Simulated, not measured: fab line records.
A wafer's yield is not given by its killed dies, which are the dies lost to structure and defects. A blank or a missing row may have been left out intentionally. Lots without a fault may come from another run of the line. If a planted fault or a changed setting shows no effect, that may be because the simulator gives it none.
fab line records    flow sky130
record: lots: 7  wafers: 21  lastDay: 50
route steps=708 shown VIA3@587 METAL4@598
lots untouched by any fault: they come from a run of this same line in which no faults occurred
startH: hours from the record's first day to the start of the lot's first wafer shown    waitH: time in hours since the lot's previous step    " unchanged from the row above    L1.1+2: one row covering several wafers at once    - either no value or no given start    * or withheld: withheld    < > ~ a bound
route shown NAME@n: names a module that has steps shown in the file, with the first one's number in the route    usual: mean and standard deviation over wafers with no fault    same: alike in all rows    chamber/n: place in a boat    sites: each site's reading    _std_site: standard deviation of those values    _edge_site: mean of outer sites minus mean of inner sites    radiusMm: for every site, how far away it sits from the centre of the wafer    mask NAME#n: copy n    behind: the last tool/chamber to shape the wafer    hold: what put the lot on hold/how long, in hours/how the hold closed    device: the transistor (n, p or np) that didn't switch    end of line: tests run on the same wafers once the route is complete    for a step that has no rows: nothing shown but its recipe    killed: dies that structure and defects cost at the first sort, which is not the same as the wafer's yield    map: dies across one wafer; x = killed, . = not, _ = none there
set.NAME: setting as actually run; set.NAME@STEP: the setting as run at that earlier step    model.NAME: the simulator's own value behind a step, which no gauge read
lots seen at some steps along the route; tables by step, rows by wafer
services: the hour from which a tool's chamber was out of use, counted from the record's first day as startH (under 0 if before that day), plus the number of hours and why
== steps ==
step: SKY_VIA3_ETCH_14
recipe: chemistry: N2/H2  target: BARC  ionEnergyEv: 200  sourceW: 500  biasW: 100  pressureMtorr: 30  n2FlowSccm: 100  h2FlowSccm: 200  stopOn: SiO2  timeS: 45.9  targetDepthA: 600
step: SKY_VIA3_ETCH_15
recipe: target: SiO2  chemistry: C4F8/O2/Ar  targetDepthNm: 507  stopOn: TiN  maskMaterial: KrF-thick  sourceW: 1500  biasW: 1200  pressureMtorr: 40  c4f8FlowSccm: withheld  O2_flow_sccm: 6  Ar_flow_sccm: 300  timeS: 78
usual: oesProductAu: 0.946/0.0055
lot.wafer  tool        chamber  startH   waitH  oesProductAu
L431.2     rieDiel-04  3        918.98   0.0    0.948
L431.3     "           2        "        "      0.952
L431.4     "           1        "        "      0.942
L441.1     rieDiel-02  2        992.36   0.0    0.939
L441.2     "           3        "        "      0.934
L441.4     "           1        "        "      0.949
L442.2     rieDiel-04  2        993.25   0.0    0.946
L442.4     "           0        "        "      0.948
L442.6     "           0        "        "      0.944
L443.1     rieDiel-02  2        1006.95  0.0    0.946
L443.4     "           0        "        "      0.952
L443.5     "           1        "        "      0.952
L450.4     rieDiel-02  2        1062.50  0.0    0.942
L450.5     "           1        "        "      0.941
L450.6     "           2        "        "      0.942
L453.1     rieDiel-04  2        1068.70  0.0    0.959
L453.4     "           1        "        "      0.959
L453.6     "           3        "        "      0.952
L454.1     rieDiel-04  1        1074.51  0.0    0.938
L454.3     "           2        "        "      0.945
L454.4     "           0        "        "      0.941
step: SKY_VIA3_STRIP_16
recipe: chemistry: O2/N2  powerW: 1400  pressureMtorr: 1500  platenTempC: withheld  o2FlowSccm: 3000  n2FlowSccm: 300  overashFraction: 0.5
usual: drypumpMotorCurrentA: 5.5/0.35  n2FlowSccm: 300.0/0.92  oesProductAu: 0.402/0.0049  stripTimeToEndpointS: 4.12/0.033
lot.wafer  tool            chamber  startH   waitH  drypumpMotorCurrentA  n2FlowSccm  oesProductAu  rfHoursCounterH  stripTimeToEndpointS
L431.2     plasmaAsher-04  1        919.04   0.0    5.4                   298.7       0.397         79               4.07
L431.3     "               0        "        "      5.6                   300.7       0.404         -                4.07
L431.4     "               1        "        "      5.4                   298.8       0.406         -                4.13
L441.1     plasmaAsher-04  1        992.42   0.0    5.4                   299.7       0.402         87               4.14
L441.2     "               0        "        "      5.6                   300.4       0.396         87               4.09
L441.4     "               1        "        "      5.4                   300.9       0.403         -                4.12
L442.2     plasmaAsher-03  1        993.31   0.0    5.9                   302.0       0.397         26               4.09
L442.4     "               1        "        "      5.9                   299.9       0.400         -                4.09
L442.6     "               0        "        "      4.9                   298.3       0.398         -                4.09
L443.1     plasmaAsher-03  1        1007.01  0.0    5.9                   300.8       0.406         27               4.10
L443.4     "               1        "        "      5.8                   298.7       0.399         -                4.15
L443.5     "               1        "        "      5.8                   299.8       0.403         -                4.12
L450.4     plasmaAsher-03  1        1062.60  0.1    5.8                   299.0       0.408         -                4.10
L450.5     "               0        "        "      4.9                   298.8       0.407         -                4.11
L450.6     "               1        "        "      5.9                   300.2       0.401         -                4.09
L453.1     plasmaAsher-02  0        1068.76  0.0    5.8                   299.5       0.400         1                4.10
L453.4     "               0        "        "      5.8                   301.2       0.401         -                4.15
L453.6     "               0        "        "      5.8                   298.8       0.401         -                4.10
L454.1     plasmaAsher-02  1        1074.57  0.0    5.6                   300.5       0.397         1                4.16
L454.3     "               1        "        "      5.5                   300.2       0.394         -                4.11
L454.4     "               0        "        "      5.8                   299.0       0.406         -                4.08
step: SKY_VIA3_STRIP_17
recipe: chemistry: postEtchResidueRemover  timeS: 1200  tempC: 72.5
step: SKY_VIA3_CLEAN_18
recipe: chemistry: IPA  timeS: 180  tempC: 25
step: SKY_VIA3_CLEAN_19
recipe: chemistry: O3/DIW  dry: n2Spin
step: SKY_VIA3_SPUTTER_20
recipe: material: TiN  targetThkNm: 20  chamberPressurePa: 5  powerW: 4000  timeS: 80
usual: cathodeDcPowerW: 4000.0/0.81  chamberPressurePa: 5.000/0.0089  throttleValvePct: 29.8/1.1
lot.wafer  tool           chamber  startH   waitH  cathodeDcPowerW  chamberPressurePa  throttleValvePct
L431.2     pvdSputter-02  -        919.63   0.0    3999.3           4.979              31.0
L431.3     "              -        "        "      3999.8           4.993              30.2
L431.4     "              -        "        "      4001.5           5.001              29.1
L441.1     pvdSputter-02  -        993.05   0.0    3998.6           4.979              29.5
L441.2     "              -        "        "      4000.3           5.013              29.1
L441.4     "              -        "        "      3999.5           5.000              31.1
L442.2     pvdSputter-04  -        993.91   0.0    3999.5           4.998              28.3
L442.4     "              -        "        "      3999.0           4.979              31.4
L442.6     "              -        "        "      3999.9           4.992              31.0
L443.1     pvdSputter-03  -        1007.61  0.0    3999.4           4.993              29.8
L443.4     "              -        "        "      4000.4           5.006              29.4
L443.5     "              -        "        "      3999.9           5.005              29.5
L450.4     pvdSputter-02  -        1063.15  0.0    3999.3           4.997              31.2
L450.5     "              -        "        "      4000.3           4.994              29.1
L450.6     "              -        "        "      3999.2           5.002              30.0
L453.1     pvdSputter-03  -        1069.37  0.0    3998.4           5.008              28.1
L453.4     "              -        "        "      4000.1           5.007              29.6
L453.6     "              -        "        "      4000.0           4.990              31.7
L454.1     pvdSputter-02  -        1075.21  0.0    4000.0           5.009              29.3
L454.3     "              -        "        "      4000.3           4.994              30.0
L454.4     "              -        "        "      4001.2           4.988              30.3
step: SKY_VIA3_CVD_21
recipe: material: W  targetThkNm: 390  timeS: 117.31  tempC: 400  pressureTorr: 40
usual: heaterPowerOuterW: 528/19  heaterPowerW: 836/17
lot.wafer  tool     chamber  startH   waitH  heaterPowerOuterW  heaterPowerW
L431.2     cvdW-01  1        919.69   0.0    525                825
L431.3     "        1        "        "      540                815
L431.4     "        0        "        "      510                811
L441.1     cvdW-02  1        993.11   0.0    533                859
L441.2     "        0        "        "      554                829
L441.4     "        1        "        "      507                880
L442.2     cvdW-01  1        993.97   0.0    545                830
L442.4     "        1        "        "      544                817
L442.6     "        0        "        "      503                833
L443.1     cvdW-01  1        1007.67  0.0    534                839
L443.4     "        0        "        "      496                816
L443.5     "        1        "        "      537                837
L450.4     cvdW-02  0        1063.26  0.1    554                823
L450.5     "        1        "        "      517                854
L450.6     "        0        "        "      561                821
L453.1     cvdW-01  1        1069.43  0.0    538                857
L453.4     "        1        "        "      544                844
L453.6     "        1        "        "      539                832
L454.1     cvdW-02  0        1075.27  0.0    547                823
L454.3     "        1        "        "      521                854
L454.4     "        0        "        "      543                836
step: SKY_VIA3_RS_MEAS_22
recipe: thkMeasGauge: four-point-probe  reads: W_of_VIA3_CVD_21+TiN_of_VIA3_SPUTTER_20
usual: VIA3_W_RS: 0.294/0.0045
lot.wafer  tool          chamber  startH   waitH  VIA3_W_RS[ohm/sq]
L431.2     filmMetro-03  -        919.83   0.1    0.301
L431.3     "             -        "        "      0.300
L431.4     "             -        "        "      0.287
L441.1     filmMetro-04  -        993.24   0.1    0.294
L441.2     "             -        "        "      0.291
L441.4     "             -        "        "      0.291
L442.2     filmMetro-03  -        994.11   0.1    0.295
L442.4     "             -        "        "      0.292
L442.6     "             -        "        "      0.288
L443.1     filmMetro-01  -        1007.79  0.1    0.298
L443.4     "             -        "        "      0.290
L443.5     "             -        "        "      0.298
L450.4     filmMetro-04  -        1063.40  0.1    0.292
L450.5     "             -        "        "      0.295
L450.6     "             -        "        "      0.292
L453.1     filmMetro-03  -        1069.55  0.1    0.298
L453.4     "             -        "        "      0.301
L453.6     "             -        "        "      0.300
L454.1     filmMetro-03  -        1075.39  0.1    0.289
L454.3     "             -        "        "      0.294
L454.4     "             -        "        "      0.290
step: SKY_VIA3_THK_MEAS_23
recipe: thkMeasGauge: xrf  reads: W_of_VIA3_CVD_21
usual: VIA3_W_THK: 388/6.8
lot.wafer  tool          chamber  startH   waitH  VIA3_W_THK[nm]
L431.2     filmMetro-03  -        919.94   0.1    379
L431.3     "             -        "        "      378
L431.4     "             -        "        "      395
L441.1     filmMetro-04  -        993.36   0.1    383
L441.2     "             -        "        "      391
L441.4     "             -        "        "      392
L442.2     filmMetro-03  -        994.22   0.1    390
L442.4     "             -        "        "      399
L442.6     "             -        "        "      400
L443.1     filmMetro-01  -        1007.91  0.1    386
L443.4     "             -        "        "      400
L443.5     "             -        "        "      385
L450.4     filmMetro-04  -        1063.49  0.1    394
L450.5     "             -        "        "      390
L450.6     "             -        "        "      393
L453.1     filmMetro-03  -        1069.67  0.1    379
L453.4     "             -        "        "      375
L453.6     "             -        "        "      377
L454.1     filmMetro-03  -        1075.51  0.1    391
L454.3     "             -        "        "      387
L454.4     "             -        "        "      390
step: SKY_VIA3_CMP_24
recipe: stopOn: SiO2  tOverpolishS: 20  downForcePsi: 3.5  platenRpm: 60  targetThkNm: 0  padVelocityMS: 0.94248
step: SKY_METAL4_SPUTTER_00
recipe: material: Ti  targetThkNm: 15  powerW: 3000  timeS: 10  chamberPressurePa: 0.4
step: SKY_METAL4_SPUTTER_01
recipe: material: TiN  targetThkNm: 20  powerW: 6500  timeS: 16.7  chamberPressurePa: 0.4
usual: cathodeDcPowerW: 6500.1/1.2  chamberPressurePa: 0.4000/0.00082  throttleValvePct: 30.0/1.2
lot.wafer  tool           chamber  startH   waitH  cathodeDcPowerW  chamberPressurePa  throttleValvePct
L431.2     pvdSputter-01  -        920.32   0.0    6500.1           0.3995             30.0
L431.3     "              -        "        "      6499.7           0.4009             28.9
L431.4     "              -        "        "      6500.8           0.4009             29.8
L441.1     pvdSputter-03  -        993.74   0.0    -                -                  -
L441.2     "              -        "        "      -                -                  -
L441.4     "              -        "        "      -                -                  -
L442.2     pvdSputter-01  -        994.59   0.0    -                -                  -
L442.4     "              -        "        "      -                -                  -
L442.6     "              -        "        "      -                -                  -
L443.1     pvdSputter-01  -        1008.29  0.0    -                -                  -
L443.4     "              -        "        "      -                -                  -
L443.5     "              -        "        "      -                -                  -
L450.4     pvdSputter-03  -        1063.84  0.0    6499.1           0.3998             31.5
L450.5     "              -        "        "      6498.8           0.3997             29.7
L450.6     "              -        "        "      6502.1           0.4000             29.4
L453.1     pvdSputter-01  -        1070.06  0.0    6499.0           0.4006             29.7
L453.4     "              -        "        "      6500.3           0.3999             33.1
L453.6     "              -        "        "      6501.0           0.3993             28.6
L454.1     pvdSputter-02  -        1075.90  0.0    6500.4           0.4005             30.0
L454.3     "              -        "        "      6499.3           0.4006             30.9
L454.4     "              -        "        "      6498.0           0.3994             31.2
step: SKY_METAL4_SPUTTER_02
recipe: material: AlCu  targetThkNm: 735  powerW: 10600  timeS: 39.1  chamberPressurePa: 0.4
usual: cathodeDcPowerW: 10600/2.1  chamberPressurePa: 0.3999/0.00084  throttleValvePct: 30.0/1.3
lot.wafer  tool           chamber  startH   waitH  cathodeDcPowerW  chamberPressurePa  throttleValvePct
L431.2     pvdSputter-01  -        920.34   0.0    10600            0.4001             29.7
L431.3     "              -        "        "      10596            0.4000             28.8
L431.4     "              -        "        "      10601            0.3993             29.9
L441.1     pvdSputter-03  -        993.77   0.0    10602            0.3988             29.8
L441.2     "              -        "        "      10597            0.3988             29.6
L441.4     "              -        "        "      10595            0.4000             29.7
L442.2     pvdSputter-01  -        994.62   0.0    10599            0.3990             28.7
L442.4     "              -        "        "      10602            0.3995             29.5
L442.6     "              -        "        "      10598            0.3993             28.6
L443.1     pvdSputter-01  -        1008.32  0.0    10598            0.4013             33.1
L443.4     "              -        "        "      10598            0.3989             28.8
L443.5     "              -        "        "      10599            0.4017             29.8
L450.4     pvdSputter-03  -        1063.87  0.0    10598            0.3995             31.5
L450.5     "              -        "        "      10600            0.4006             29.6
L450.6     "              -        "        "      10597            0.4005             29.7
L453.1     pvdSputter-01  -        1070.08  0.0    10600            0.3992             29.4
L453.4     "              -        "        "      10601            0.4006             33.2
L453.6     "              -        "        "      10597            0.4019             28.7
L454.1     pvdSputter-02  -        1075.92  0.0    10598            0.4009             30.1
L454.3     "              -        "        "      10601            0.3990             31.0
L454.4     "              -        "        "      10600            0.3995             31.1
== services ==
tool            chamber  startH   hours  kind
cvdW-02         -        904.00   14.0   pm
cvdW-02         0        904.00   14.0   ventCycle
cvdW-02         1        904.00   14.0   ventCycle
cvdW-02         0        918.00   -      clean
cvdW-02         1        918.00   -      clean
rieDiel-04      -        920.11   7.0    repair
cvdW-02         -        962.04   6.0    pm
rieDiel-02      0        973.59   4.4    repair
rieDiel-02      1        1000.80  5.6    repair
plasmaAsher-02  -        1004.53  6.1    repair
rieDiel-02      0        1010.48  22.9   repair
pvdSputter-03   -        1020.89  9.8    repair
plasmaAsher-02  -        1044.82  2.9    repair
cvdW-01         -        1047.02  0.2    repair
plasmaAsher-02  -        1055.25  9.0    pm
plasmaAsher-02  0        1055.25  9.0    ventCycle
plasmaAsher-02  1        1055.25  9.0    ventCycle
pvdSputter-02   -        1060.50  0.9    repair
pvdSputter-02   -        1063.43  0.7    repair
plasmaAsher-02  0        1064.25  -      clean
plasmaAsher-02  1        1064.25  -      clean
plasmaAsher-04  -        1069.21  1.1    repair
== key ==
firstSign: step: SKY_METAL4_SPUTTER_01  reading: toolRecord  direction: missing
effect none on later readings
metAt SKY_METAL4_SPUTTER_01
struckWafers L441.1,L441.2,L441.4,L442.2,L442.4,L442.6,L443.1,L443.4,L443.5
laterRowsLeftOut L441.1,L441.2,L441.4,L442.2,L442.4,L442.6,L443.1,L443.4,L443.5
sortLeftOut L441.1,L441.2,L441.4,L442.2,L442.4,L442.6,L443.1,L443.4,L443.5
onsetBetween 920.32 993.74
fault: kind: skippedStepWhole  tool: pvdSputter-01,pvdSputter-03  chamber: -  onsetH: 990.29  steps: SKY_METAL4_SPUTTER_01  scope: struckLotsOnly
sortLeftOut: the simulated sort isn't trusted on such a fault, so these wafers' sort isn't shown, and their yield isn't known
laterRowsLeftOut: the simulator's readings of these wafers behind a module that went badly wrong aren't trusted and aren't shown, but for the sort
